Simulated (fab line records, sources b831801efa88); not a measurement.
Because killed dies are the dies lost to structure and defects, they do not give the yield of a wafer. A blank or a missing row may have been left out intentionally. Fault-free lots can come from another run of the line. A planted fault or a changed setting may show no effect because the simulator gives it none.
fab line records	flow sky130
[record] lots = 6	wafers = 18	last_day = 50
route steps=708 shown METAL5@664
lots that met no fault: from a run of the same line without faults
start_h: the number of hours between the record's first day and the start of the first shown wafer of the lot	wait_h: how many hours have passed since the lot's step before this one	" identical to the entry in the row above	L1.1+2: several wafers, shown together as one row	- value missing, or start not given	* or withheld: withheld	< > ~ a bound
route shown NAME@n: a module of which the file shows steps, and the number in the route of the first	usual: the fault-free wafers' mean and standard deviation	same: alike in all rows	chamber/n: place in a boat	sites: the reading at each site	_std_site: the values' standard deviation	_edge_site: mean of outer sites minus mean of inner sites	radius_mm: for every site, how far away it sits from the centre of the wafer	mask NAME#n: copy n	behind: tool/chamber where the wafer was last shaped	hold: why the lot went on hold/how many hours it stayed there/how the hold came to an end	device: which transistor (n, p or np) failed to switch	end of line: at the end of the route, the tests of the same wafers	a step given without rows: its recipe and nothing more	killed: dies that structure and defects cost at the first sort, which is not the same as the wafer's yield	map: a wafer's dies, marking killed ones x, the rest . and places with no die _
set.NAME: the setting that was run; set.NAME@STEP: the one run at that earlier step	model.NAME: the simulator's own value behind a step, which no gauge read
a table for each step, a row for each wafer; lots at some steps of the route
services: the hour from which a tool's chamber was out of use, counted from the record's first day as start_h (under 0 if before that day), plus the number of hours and why
[[steps]]
[step SKY_METAL5_SPUTTER_03]
[recipe] material = Ti	target_thk_nm = 5	power_w = 3000	time_s = 3.3	chamber_pressure_pa = 0.4
[usual] chamber_pressure_pa = 0.3998/0.00075	throttle_valve_pct = 30.6/1.2
lot.wafer	tool	chamber	start_h	wait_h	chamber_pressure_pa	throttle_valve_pct
L780.2	pvd_sputter-02	-	1010.61	0.0	0.3994	29.3
L780.4	"	-	"	"	0.3991	31.8
L780.6	"	-	"	"	0.4003	31.9
L785.2	pvd_sputter-02	-	1046.20	0.0	0.3991	32.0
L785.5	"	-	"	"	0.3996	31.6
L785.6	"	-	"	"	0.3992	30.9
L786.2	pvd_sputter-02	-	1055.11	0.0	0.3998	30.9
L786.5	"	-	"	"	0.3993	31.0
L786.6	"	-	"	"	0.4002	28.9
L797.2	pvd_sputter-02	-	1117.87	0.0	0.3994	31.0
L797.4	"	-	"	"	0.3993	31.6
L797.5	"	-	"	"	0.3990	31.9
L798.1	pvd_sputter-03	-	1123.87	0.0	0.4007	29.1
L798.2	"	-	"	"	0.4007	29.5
L798.4	"	-	"	"	0.3983	29.4
L802.2	pvd_sputter-02	-	1141.98	0.0	0.3997	28.9
L802.4	"	-	"	"	0.3996	31.4
L802.5	"	-	"	"	0.3995	29.2
[step SKY_METAL5_SPUTTER_04]
[recipe] material = TiN	target_thk_nm = 70	power_w = 6500	time_s = 58.3	chamber_pressure_pa = 0.4
[usual] chamber_pressure_pa = 0.4000/0.00079	throttle_valve_pct = 30.6/1.1
lot.wafer	tool	chamber	start_h	wait_h	chamber_pressure_pa	throttle_valve_pct
L780.2	pvd_sputter-02	-	1010.63	0.0	0.3998	28.8
L780.4	"	-	"	"	0.3992	31.7
L780.6	"	-	"	"	0.3989	31.7
L785.2	pvd_sputter-02	-	1046.22	0.0	0.3988	32.1
L785.5	"	-	"	"	0.3997	31.7
L785.6	"	-	"	"	0.4001	31.0
L786.2	pvd_sputter-02	-	1055.13	0.0	0.4009	30.9
L786.5	"	-	"	"	0.4010	30.9
L786.6	"	-	"	"	0.3998	29.0
L797.2	pvd_sputter-02	-	1117.89	0.0	0.3983	30.8
L797.4	"	-	"	"	0.4001	32.1
L797.5	"	-	"	"	0.4002	31.9
L798.1	pvd_sputter-03	-	1123.89	0.0	0.4005	29.0
L798.2	"	-	"	"	0.4003	29.4
L798.4	"	-	"	"	0.3998	29.5
L802.2	pvd_sputter-02	-	1142.00	0.0	0.3998	29.3
L802.4	"	-	"	"	0.4009	31.9
L802.5	"	-	"	"	0.4005	28.9
[step SKY_METAL5_RS_MEAS_05]
[recipe] thk_meas_gauge = four-point-probe	reads = TiN_of_METAL5_SPUTTER_04+Ti_of_METAL5_SPUTTER_03+AlCu_of_METAL5_SPUTTER_02+TiN_of_METAL5_SPUTTER_01+Ti_of_METAL5_SPUTTER_00
[usual] METAL5_ALCU_RS = 0.0271/0.00035
lot.wafer	tool	chamber	start_h	wait_h	METAL5_ALCU_RS[ohm/sq]
L780.2	film_metro-04	-	1010.70	0.0	0.0265
L780.4	"	-	"	"	0.0264
L780.6	"	-	"	"	0.0264
L785.2	film_metro-03	-	1046.29	0.0	0.0273
L785.5	"	-	"	"	0.0266
L785.6	"	-	"	"	0.0266
L786.2	film_metro-02	-	1055.20	0.0	0.0267
L786.5	"	-	"	"	0.0268
L786.6	"	-	"	"	0.0268
L797.2	film_metro-02	-	1117.96	0.0	0.0265
L797.4	"	-	"	"	0.0270
L797.5	"	-	"	"	0.0270
L798.1	film_metro-04	-	1123.94	0.0	0.0274
L798.2	"	-	"	"	0.0268
L798.4	"	-	"	"	0.0269
L802.2	film_metro-02	-	1142.07	0.0	0.0270
L802.4	"	-	"	"	0.0274
L802.5	"	-	"	"	0.0271
[step SKY_METAL5_THK_MEAS_06]
[recipe] thk_meas_gauge = xrf	reads = AlCu_of_METAL5_SPUTTER_02
[usual] METAL5_ALCU_THK = 1130/16
lot.wafer	tool	chamber	start_h	wait_h	METAL5_ALCU_THK[nm]
L780.2	film_metro-04	-	1010.81	0.1	1145
L780.4	"	-	"	"	1156
L780.6	"	-	"	"	1155
L785.2	film_metro-03	-	1046.40	0.1	1131
L785.5	"	-	"	"	1149
L785.6	"	-	"	"	1153
L786.2	film_metro-02	-	1055.31	0.1	1151
L786.5	"	-	"	"	1148
L786.6	"	-	"	"	1143
L797.2	film_metro-02	-	1118.07	0.1	1147
L797.4	"	-	"	"	1128
L797.5	"	-	"	"	1125
L798.1	film_metro-04	-	1124.06	0.1	1123
L798.2	"	-	"	"	1145
L798.4	"	-	"	"	1136
L802.2	film_metro-02	-	1142.18	0.1	1128
L802.4	"	-	"	"	1116
L802.5	"	-	"	"	1129
[step SKY_METAL5_DEHYDRATE_07]
[recipe] temp_c = 200	time_s = 60
[step SKY_METAL5_HMDS_08]
[recipe] prime_time_s = 60	prime_temp_c = 120
[step SKY_METAL5_COAT_09]
[recipe] resist = NOVOLAK	spin_rpm = 3000	resist_thk_nm = 1800
[step SKY_METAL5_SOFTBAKE_10]
[recipe] temp_c = 90	time_s = 60	resist = NOVOLAK
[step SKY_METAL5_EXPOSE_11]
[recipe] mask_id = MM5	na = 0.6	source_shape = conventional	sigma_outer = 0.6	polarization = unpolarized	target_cd_nm = 1600	dose_mj = 190
[step SKY_METAL5_PEB_12]
[recipe] temp_c = withheld	time_s = *	resist = NOVOLAK
[step SKY_METAL5_DEVELOP_13]
[recipe] resist = NOVOLAK	developer = TMAH	develop_time_s = 60	dev_temp_c = 23
[step SKY_METAL5_DESCUM_14]
[recipe] chemistry = O2	source_power_w = 150	bias_power_w = 0	pressure_mtorr = 10	temp_c = 40	time_s = 11
[usual] drypump_motor_current_A = 5.97/0.21	oes_product_au = 0.998/0.01
lot.wafer	tool	chamber	start_h	wait_h	drypump_motor_current_A	oes_product_au	rf_hours_counter_h
L780.2	rie_metal-02	1	1033.11	0.1	5.70	1.000	10
L780.4	"	1	"	"	5.68	1.011	-
L780.6	"	0	"	"	5.89	0.997	-
L785.2	rie_metal-04	1	1067.88	0.1	5.96	0.992	19
L785.5	"	1	"	"	5.97	1.000	-
L785.6	"	0	"	"	6.37	1.007	-
L786.2	rie_metal-03	1	1075.76	0.1	5.81	0.987	23
L786.5	"	0	"	"	5.89	1.004	-
L786.6	"	1	"	"	5.87	0.984	-
L797.2	rie_metal-02	1	1137.11	0.1	5.71	1.003	17
L797.4	"	0	"	"	5.90	0.988	-
L797.5	"	0	"	"	5.89	0.990	-
L798.1	rie_metal-02	0	1142.47	0.1	5.89	0.980	12
L798.2	"	1	"	"	5.69	0.999	17
L798.4	"	0	"	"	5.89	0.976	-
L802.2	rie_metal-03	1	1159.78	0.1	5.88	0.997	0
L802.4	"	0	"	"	5.91	0.994	-
L802.5	"	1	"	"	5.91	1.005	-
[step SKY_METAL5_METAL_ETCH_15]
[recipe] target_depth_a = 12600	stop_on = SiO2	over_etch_frac = 0.2	time_s = 252	chemistry = Cl2/BCl3	resist_sidewall_deg = 86	pressure_mtorr = 10	icp_w = 900	bias_w = 48.5	Cl2_flow_sccm = 60	bcl3_flow_sccm = 30
[usual] drypump_motor_current_A = 5.97/0.21	oes_product_au = 0.893/0.0053	throttle_valve_pct = 22.265/0.0081
lot.wafer	tool	chamber	start_h	wait_h	drypump_motor_current_A	oes_product_au	rf_hours_counter_h	throttle_valve_pct	model.METAL5.feature_depth_nm	model.etch.depth_nm	model.NOVOLAK_of_METAL5_COAT_09.thk_nm
L780.2	rie_metal-02	1	1033.15	0.0	5.68	0.896	10	22.271	1270	1270	1032
L780.4	"	1	"	"	5.70	0.894	-	22.280	1252	1252	1024
L780.6	"	0	"	"	5.89	0.892	-	22.279	1257	1257	1042
L785.2	rie_metal-04	1	1067.91	0.0	5.93	0.894	19	22.263	1258	1258	1018
L785.5	"	1	"	"	5.95	0.901	-	22.250	1267	1267	1026
L785.6	"	0	"	"	6.39	0.897	-	22.260	1269	1269	1022
L786.2	rie_metal-03	1	1075.80	0.0	5.83	0.887	23	22.268	1258	1258	1058
L786.5	"	0	"	"	5.89	0.889	-	22.264	1268	1268	1041
L786.6	"	1	"	"	5.89	0.886	-	22.269	1253	1253	1057
L797.2	rie_metal-02	1	1137.15	0.0	5.69	0.904	17	22.260	1264	1264	1041
L797.4	"	0	"	"	5.92	0.734	-	22.265	884.9	884.9	1347
L797.5	"	0	"	"	5.90	0.895	-	22.244	1259	1259	1054
L798.1	rie_metal-02	0	1142.50	0.0	5.90	0.735	12	22.273	880.6	880.6	1350
L798.2	"	1	"	"	5.72	0.896	17	22.266	1257	1257	1046
L798.4	"	0	"	"	5.91	0.743	-	22.280	881.9	881.9	1356
L802.2	rie_metal-03	1	1159.81	0.0	5.83	0.896	0	22.269	1260	1260	1029
L802.4	"	0	"	"	5.90	0.892	-	22.265	1260	1260	1043
L802.5	"	1	"	"	5.85	0.885	-	22.259	1260	1260	1032
[step SKY_METAL5_STRIP_16]
[recipe] chemistry = O2/N2	power_w = 1400	pressure_mtorr = 1500	platen_temp_c = withheld	o2_flow_sccm = 3000	n2_flow_sccm = 300	overash_fraction = 0.5
[usual] drypump_motor_current_A = 6.27/0.21	oes_product_au = 0.711/0.0046	strip_time_to_endpoint_s = 13.10/0.16
lot.wafer	tool	chamber	start_h	wait_h	drypump_motor_current_A	oes_product_au	rf_hours_counter_h	strip_time_to_endpoint_s
L780.2	plasma_asher-03	1	1033.38	0.2	6.28	0.713	121	13.04
L780.4	"	0	"	"	6.19	0.708	-	12.96
L780.6	"	1	"	"	6.29	0.713	-	13.17
L785.2	plasma_asher-02	1	1068.15	0.2	6.08	0.713	30	12.85
L785.5	"	1	"	"	6.10	0.712	-	12.98
L785.6	"	0	"	"	6.71	0.709	-	12.92
L786.2	plasma_asher-01	1	1076.03	0.2	6.35	0.706	97	13.31
L786.5	"	0	"	"	6.04	0.710	-	13.16
L786.6	"	1	"	"	6.34	0.702	-	13.29
L797.2	plasma_asher-02	1	1137.38	0.2	6.09	0.701	37	13.14
L797.4	"	1	"	"	6.11	0.713	-	16.63
L797.5	"	0	"	"	6.70	0.710	-	13.26
L798.1	plasma_asher-03	0	1142.73	0.2	6.20	0.714	8	16.66
L798.2	"	1	"	"	6.26	0.713	8	13.21
L798.4	"	0	"	"	6.16	0.705	-	16.71
L802.2	plasma_asher-03	1	1160.05	0.2	6.26	0.718	9	13.00
L802.4	"	0	"	"	6.17	0.706	-	13.18
L802.5	"	1	"	"	6.26	0.716	-	13.08
[step SKY_METAL5_STRIP_17]
[recipe] chemistry = post_etch_residue_remover	time_s = 1200	temp_c = 72.5
[[services]]
tool	chamber	start_h	hours	kind
plasma_asher-02	-	993.85	2.8	pm
rie_metal-04	0	995.13	-	clean
pvd_sputter-02	1	1032.23	-	consumable_replace:kit
pvd_sputter-02	1	1032.23	18.0	scheduled_down
pvd_sputter-02	1	1032.23	18.0	vent_cycle
plasma_asher-01	-	1041.62	0.9	repair
plasma_asher-02	-	1051.52	14.6	pm
plasma_asher-03	-	1055.26	9.0	pm
plasma_asher-03	0	1055.26	9.0	vent_cycle
plasma_asher-03	1	1055.26	9.0	vent_cycle
rie_metal-02	-	1059.97	0.2	repair
plasma_asher-03	0	1064.26	-	clean
plasma_asher-03	1	1064.26	-	clean
plasma_asher-03	-	1086.30	1.7	repair
pvd_sputter-02	-	1090.04	1.3	repair
pvd_sputter-02	0	1127.53	-	consumable_replace:kit
pvd_sputter-02	0	1127.53	18.0	scheduled_down
pvd_sputter-02	0	1127.53	18.0	vent_cycle
rie_metal-04	0	1139.26	3.7	repair
rie_metal-03	1	1143.92	-	clean
rie_metal-03	1	1143.92	-	consumable_replace:focus_ring
rie_metal-03	1	1143.92	14.3	scheduled_down
rie_metal-03	1	1143.92	14.3	vent_cycle
rie_metal-04	-	1147.11	0.4	repair
[[key]]
[first_sign] step = SKY_METAL5_METAL_ETCH_15	reading = oes_product_au	direction = down	sigmas = 30	usual = 0.893	struck = 0.737
[effect] step = SKY_METAL5_STRIP_16	reading = strip_time_to_endpoint_s	direction = up	sigmas = 22	usual = *	struck = *
[model_effect] step = SKY_METAL5_METAL_ETCH_15	value = METAL5.feature_depth_nm	without = 1263	struck = 882.5
met_at SKY_METAL5_METAL_ETCH_15
struck_wafers L797.4,L798.1,L798.4
later_rows_left_out L797.4,L798.1,L798.4
sort_left_out L797.4,L798.1,L798.4
onset_between 1033.15 1137.15
[fault] kind = process_parameter_drift	tool = rie_metal-02	chamber = -	onset_h = 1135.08	steps = SKY_METAL5_METAL_ETCH_15	channel = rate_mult	offset = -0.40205	shape = step	end_h = 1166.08	scope = struck_wafers_only
// sort_left_out: the simulated sort isn't trusted on such a fault, so these wafers' sort isn't shown, and their yield isn't known
// later_rows_left_out: the simulator's readings of these wafers behind a module that went badly wrong aren't trusted and aren't shown, but for the sort
